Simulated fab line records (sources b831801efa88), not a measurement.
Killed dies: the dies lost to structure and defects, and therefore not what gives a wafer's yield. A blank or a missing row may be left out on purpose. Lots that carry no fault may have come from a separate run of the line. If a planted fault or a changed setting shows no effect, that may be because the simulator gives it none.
What tool caused it? :: flow sky130 :: 11 lots with 33 wafers sampled at 2 steps, on a route of 708 steps

## WHAT EACH GAUGE READ, for each wafer
SKY_VIA2_THK_MEAS_01.
lot: L797
measured: day 35 22:02
on: film_metro-02
VIA2_HDPCVD_THK (nm): 1176 1172 1176

lot: L800
measured: day 36 22:30
on: film_metro-02
VIA2_HDPCVD_THK (nm): 1178 1178 1197

lot: L804
measured: day 37 22:31
on: film_metro-03
VIA2_HDPCVD_THK (nm): 1192 1173 1173

lot: L807
measured: day 38 21:19
on: film_metro-04
VIA2_HDPCVD_THK (nm): 1172 1181 1167

lot: L810
measured: day 39 21:44
on: film_metro-03
VIA2_HDPCVD_THK (nm): 1172 1165 1174

lot: L812
measured: day 40 10:27
on: film_metro-03
VIA2_HDPCVD_THK (nm): 1184 1187 1182

lot: L813
measured: day 40 17:59
on: film_metro-02
VIA2_HDPCVD_THK (nm): 1175 1181 1178

lot: L815
measured: day 41 04:07
on: film_metro-02
VIA2_HDPCVD_THK (nm): 1186 1204 1179

lot: L817
measured: day 42 00:00
on: film_metro-02
VIA2_HDPCVD_THK (nm): 1186 1176 1193

lot: L818
measured: day 42 06:59
on: film_metro-04
VIA2_HDPCVD_THK (nm): 1189 1185 1190

lot: L819
measured: day 42 17:16
on: film_metro-04
VIA2_HDPCVD_THK (nm): 1187 1182 1193

SKY_VIA2_CD_MEAS_12: the cd target is 200 nm.
lot: L797
measured: day 37 01:00
on: cd_sem-02
cd_nm (nm): 197.7 199.2 198.3

lot: L800
measured: day 38 00:50
on: cd_sem-01
cd_nm (nm): 202.4 200.0 200.8

lot: L804
measured: day 39 00:39
on: cd_sem-02
cd_nm (nm): 196.5 196.8 198.4

lot: L807
measured: day 39 22:17
on: cd_sem-02
cd_nm (nm): 199.1 198.2 197.6

lot: L810
measured: day 40 22:45
on: cd_sem-01
cd_nm (nm): 199.0 200.0 198.0

lot: L812
measured: day 41 11:13
on: cd_sem-02
cd_nm (nm): 200.6 200.8 200.0

lot: L813
measured: day 41 18:51
on: cd_sem-01
cd_nm (nm): 201.6 200.2 201.9

lot: L815
measured: day 42 05:04
on: cd_sem-02
cd_nm (nm): 201.5 199.9 200.2

lot: L817
measured: day 42 23:55
on: cd_sem-01
cd_nm (nm): 198.1 199.1 200.6

lot: L818
measured: day 43 06:13
on: cd_sem-01
cd_nm (nm): 200.3 201.9 201.5

lot: L819
measured: day 43 17:20
on: cd_sem-01
cd_nm (nm): 200.0 200.6 200.3

## EACH LOT AND THE TOOL THAT RAN IT (in order: tool; ch and the chambers of the sampled wafers; start)
Record: no process step prior to these readings.

## AS READ BY THE TOOLS THEMSELVES (means over the sampled wafers that have a number; for cases with no such wafer, the mark the record gives instead)
The record holds no such reading with a usual standard deviation.

## THE ANSWER, worked out from the rows above alone
Rule: the usual values come from the lots themselves. Put in order of their means at a reading, lots are off if they are a third of the lots or fewer, leave a main group of 4 or more, and stand apart from it by a gap of 3 or more times the standard deviation of the main group's means; of several such gaps the widest counts. Not used: any main group whose means are identical at the precision the tables above print for the reading. Also off: a lot with no number at a reading for which 4 or more lots have one. Any other lot the step has rows for is counted as sound. The gauges are gone through in route order, then the tools' own readings, and for those a lot's mean is taken as printed above. The first step at which some lot is off is used, and at that step the reading that is off furthest; a lot without a number counts as furthest.
No lot is off at any reading shown: from this, nothing can be told.

## WHAT HAD BEEN PUT IN BY THE SIMULATOR
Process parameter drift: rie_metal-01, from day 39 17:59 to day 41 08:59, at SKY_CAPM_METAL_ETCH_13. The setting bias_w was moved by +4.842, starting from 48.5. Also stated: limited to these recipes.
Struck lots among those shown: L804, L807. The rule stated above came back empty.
